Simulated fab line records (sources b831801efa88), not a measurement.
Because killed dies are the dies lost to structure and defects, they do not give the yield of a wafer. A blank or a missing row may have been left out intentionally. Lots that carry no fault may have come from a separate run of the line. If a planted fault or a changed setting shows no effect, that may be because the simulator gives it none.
Which of the tools did it?    flow sky130    33 wafers from 11 lots sampled at 6 of the route's 708 steps

WHAT THE GAUGES READ, wafer by wafer
Not one reading of a measure or inspect step in the record can be checked against a usual standard deviation.

TOOL THAT RAN EACH LOT (tool first, then ch and the chambers of the sampled wafers, then the start)
lot   SKY_POLY_GATE_IMPLANT_02         SKY_RES_PROTECT_STRIP_07              SKY_CONTACT_ETCH_17                 SKY_METAL1_DESCUM_17               SKY_VIA1_CVD_21                SKY_PAD_OPEN_PROBE_99
L829  implanter-02 ch 0, day 15 07:20  plasma_asher-03 ch 0,1, day 15 07:28  rie_diel-04 ch 0,1,2, day 31 20:26  rie_metal-02 ch 0,1, day 33 01:44  cvd_w-02 ch 0,1, day 34 06:49  prober-02, day 45 21:49
L830  implanter-02 ch 0, day 15 16:22  plasma_asher-04 ch 0,1, day 15 16:29  rie_diel-02 ch 0,1,2, day 32 00:53  rie_metal-01 ch 1, day 33 05:32    cvd_w-01 ch 0,1, day 34 10:43  prober-01, day 46 02:52
L831  implanter-04 ch 0, day 16 01:22  plasma_asher-04 ch 0, day 16 01:31    rie_diel-03 ch 0,3, day 32 10:26    rie_metal-01 ch 1, day 33 15:09    cvd_w-01 ch 0, day 34 20:11    prober-02, day 46 12:07
L833  implanter-01 ch 0, day 16 20:10  plasma_asher-04 ch 0,1, day 16 20:19  rie_diel-03 ch 0,1,2, day 33 04:14  rie_metal-01 ch 0,1, day 34 09:03  cvd_w-01 ch 0,1, day 35 13:32  prober-02, day 47 00:19
L834  implanter-01 ch 0, day 17 05:58  plasma_asher-03 ch 0,1, day 17 06:05  rie_diel-02 ch 0,1,3, day 33 19:10  rie_metal-03 ch 1, day 34 23:45    cvd_w-02 ch 0,1, day 36 04:26  prober-01, day 47 12:22
L836  implanter-04 ch 0, day 17 21:01  plasma_asher-04 ch 0, day 17 21:08    rie_diel-03 ch 0,1,2, day 34 04:56  rie_metal-02 ch 0,1, day 35 09:05  cvd_w-01 ch 0,1, day 36 12:23  prober-01, day 47 17:36
L842  implanter-04 ch 0, day 20 06:28  plasma_asher-04 ch 0,1, day 20 06:35  -                                   -                                  -                              -
L846  implanter-02 ch 0, day 21 16:50  plasma_asher-01 ch 0,1, day 21 16:58  rie_diel-02 ch 1,2, day 37 11:02    rie_metal-01 ch 0,1, day 38 14:28  cvd_w-01 ch 0,1, day 39 17:14  prober-02, day 49 23:43
L848  implanter-02 ch 0, day 22 05:01  plasma_asher-04 ch 0,1, day 22 05:10  rie_diel-02 ch 1,3, day 37 19:59    rie_metal-01 ch 1, day 38 23:12    cvd_w-02 ch 0, day 40 05:42    prober-01, day 50 09:08
L850  implanter-02 ch 0, day 22 23:52  plasma_asher-04 ch 0,1, day 23 00:00  rie_diel-04 ch 1,3, day 38 12:56    rie_metal-02 ch 0,1, day 39 14:37  cvd_w-02 ch 0,1, day 40 18:04  prober-01, day 50 16:41
L851  implanter-02 ch 0, day 23 08:41  plasma_asher-04 ch 0,1, day 23 08:50  rie_diel-03 ch 1,2,3, day 38 20:07  rie_metal-02 ch 0,1, day 39 21:57  cvd_w-02 ch 0,1, day 41 00:08  prober-02, day 50 19:31
- SKY_POLY_GATE_IMPLANT_02
- SKY_RES_PROTECT_STRIP_07: strips in O2/N2.
- SKY_CONTACT_ETCH_17: etches SiO2 in C4F8/O2/Ar, stops on Si3N4, target depth 340 nm.
- SKY_METAL1_DESCUM_17: chemistry O2, time 8 s.
- SKY_VIA1_CVD_21: deposits W, target thk 270 nm, time 80.902 s.
- SKY_PAD_OPEN_PROBE_99

WHAT THE TOOLS THEMSELVES READ (means of the sampled wafers that have a number; where no wafer has one, the mark that the record gives instead)
SKY_POLY_GATE_IMPLANT_02. Usual: end_station_pressure_torr 1.13e-05 Torr, standard deviation 8.3e-07; tilt_deg 0.003 degrees, standard deviation 0.018.
lot   tool          end_station_pressure_torr (Torr)  tilt_deg (degrees)  flag
L829  implanter-02  1.19e-05                          -0.007              
L830  implanter-02  1.18e-05                          0.009               
L831  implanter-04  1.14e-05                          0.006               
L833  implanter-01  1.08e-05                          0.008               
L834  implanter-01  1.02e-05                          0.009               
L836  implanter-04  1.20e-05                          0.005               
L842  implanter-04  1.19e-05                          0.006               
L846  implanter-02  1.18e-05                          0.006               
L848  implanter-02  1.18e-05                          0.004               
L850  implanter-02  1.20e-05                          -0.012              
L851  implanter-02  1.23e-05                          0.012               

SKY_RES_PROTECT_STRIP_07. Usual: drypump_motor_current_A 5.7 A, standard deviation 0.51; oes_product_au 0.518 a.u., standard deviation 0.0046; strip_time_to_endpoint_s 23.29 s, standard deviation 0.041.
lot   tool             drypump_motor_current_A (A)  oes_product_au (a.u.)  strip_time_to_endpoint_s (s)  flag
L829  plasma_asher-03  6.3                          0.518                  23.27                         
L830  plasma_asher-04  5.3                          0.518                  23.21                         
L831  plasma_asher-04  5.0                          0.516                  23.33                         
L833  plasma_asher-04  5.3                          0.518                  23.28                         
L834  plasma_asher-03  6.4                          0.517                  23.29                         
L836  plasma_asher-04  5.0                          0.521                  23.28                         
L842  plasma_asher-04  5.3                          0.514                  23.16                         OFF
L846  plasma_asher-01  5.8                          0.517                  23.29                         
L848  plasma_asher-04  5.3                          0.519                  23.33                         
L850  plasma_asher-04  5.2                          0.521                  23.28                         
L851  plasma_asher-04  5.3                          0.518                  23.29                         

SKY_CONTACT_ETCH_17. Usual: oes_product_au reads 0.892 a.u. (standard deviation 0.0052).
lot   tool         oes_product_au (a.u.)  flag
L829  rie_diel-04  0.888                  
L830  rie_diel-02  0.889                  
L831  rie_diel-03  0.893                  
L833  rie_diel-03  0.890                  
L834  rie_diel-02  0.896                  
L836  rie_diel-03  0.891                  
L846  rie_diel-02  0.890                  
L848  rie_diel-02  0.896                  
L850  rie_diel-04  0.890                  
L851  rie_diel-03  0.893                  

SKY_METAL1_DESCUM_17. Usual: drypump_motor_current_A 5.7 A, standard deviation 0.4; oes_product_au 1.000 a.u., standard deviation 0.0076.
lot   tool          drypump_motor_current_A (A)  oes_product_au (a.u.)  flag
L829  rie_metal-02  5.5                          1.004                  
L830  rie_metal-01  6.4                          0.995                  
L831  rie_metal-01  6.3                          0.994                  
L833  rie_metal-01  6.0                          1.001                  
L834  rie_metal-03  5.5                          1.000                  
L836  rie_metal-02  5.4                          1.001                  
L846  rie_metal-01  6.0                          1.001                  
L848  rie_metal-01  6.3                          1.007                  
L850  rie_metal-02  5.5                          1.008                  
L851  rie_metal-02  5.5                          1.000                  

SKY_VIA1_CVD_21. Usual: heater_power_w reads 792 W (standard deviation 44).
lot   tool      heater_power_w (W)  flag
L829  cvd_w-02  853                 
L830  cvd_w-01  767                 
L831  cvd_w-01  784                 
L833  cvd_w-01  752                 
L834  cvd_w-02  861                 
L836  cvd_w-01  770                 
L846  cvd_w-01  765                 
L848  cvd_w-02  781                 
L850  cvd_w-02  803                 
L851  cvd_w-02  793                 

SKY_PAD_OPEN_PROBE_99. Usual: defect_limited_yield 82.6 %, standard deviation 2.1; killed_at_M0_to_M3 43, standard deviation 7.3; killed_at_M4_up 3.1, standard deviation 1.8; killed_at_contacts 24, standard deviation 5.4; killed_at_front_end 15, standard deviation 4.1; killed_at_other 0.2, standard deviation 0.52; killed_dies 86, standard deviation 10; killed_on_rim 17, standard deviation 4.1; killed_open 47, standard deviation 7.3; killed_short 39, standard deviation 6.4; sort_bin_3_pad_short 0.8 %, standard deviation 0.37; sort_bin_5_function 10.1 %, standard deviation 1.4; sort_bin_6_memory 6.4 %, standard deviation 1.2; sort_n_pass 406, standard deviation 10; sort_yield_pct 82.6 %, standard deviation 2.1.
lot   tool       defect_limited_yield (%)  killed_at_M0_to_M3  killed_at_M4_up  killed_at_contacts  killed_at_front_end  killed_at_other  killed_dies  killed_on_rim  killed_open  killed_short  sort_bin_3_pad_short (%)  sort_bin_5_function (%)  sort_bin_6_memory (%)  sort_n_pass  sort_yield_pct (%)  flag
L829  prober-02  82.0                      43                  2.7              26                  16                   0.7              89           17             44           45            0.9                       10.7                     6.4                    403          82.0                
L830  prober-01  82.0                      47                  3.3              27                  11                   0.3              89           17             48           40            0.9                       9.5                      7.6                    403          82.0                
L831  prober-02  82.9                      47                  3.0              21                  13                   0.3              84           14             45           39            0.7                       10.2                     6.2                    408          82.9                
L833  prober-02  84.8                      37                  3.0              21                  13                   0.3              75           14             41           34            0.7                       9.2                      5.3                    417          84.8                
L834  prober-01  79.9                      54                  1.3              22                  20                   0.3              99           21             54           44            1.2                       11.2                     7.6                    393          79.9                
L836  prober-01  83.7                      37                  3.7              25                  14                   0.3              80           15             43           37            0.9                       9.5                      5.8                    412          83.7                
L846  prober-02  81.3                      43                  1.0              30                  17                   0.3              92           19             51           41            0.6                       11.7                     6.4                    400          81.3                
L848  prober-01  83.0                      39                  3.7              24                  17                   0.0              84           19             49           34            0.8                       10.3                     6.0                    408          83.0                
L850  prober-01  83.1                      44                  3.0              21                  16                   0.0              83           17             46           37            0.5                       10.5                     6.0                    409          83.1                
L851  prober-02  83.3                      44                  3.0              22                  13                   0.3              82           16             47           36            0.7                       9.6                      6.4                    410          83.3                

THE ANSWER, worked out from the rows above alone
Rule: lot off if the mean of its wafers having a number is beyond 3 standard deviations from the usual mean. A lot without any number at a reading at which 4 lots or more have one is off too. All remaining lots with rows at the step are treated as sound. Order of review: gauges by route order, followed by the tools' own readings, for which a lot's mean as printed above is used. At the first step where some lot is off, the reading lying furthest off is the one used; lots without a number count as furthest.
Off, at SKY_RES_PROTECT_STRIP_07 on strip_time_to_endpoint_s: L842.
If a tool, at that step or one of the process steps before it, ran each lot that is off and ran no sound lot following the first of them, it fits. One fits: implanter-04 at SKY_POLY_GATE_IMPLANT_02. A fault onset in the window from L836 (day 17 21:01, its last sound lot) to L842 (day 20 06:28, its first lot off) fits.

WHAT WAS PUT IN BY THE SIMULATOR
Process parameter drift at SKY_POLY_GATE_IMPLANT_02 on implanter-04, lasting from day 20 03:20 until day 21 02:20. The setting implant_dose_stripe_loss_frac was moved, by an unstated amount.
Shown lots that were struck: L842. The rule above reached the same finding.
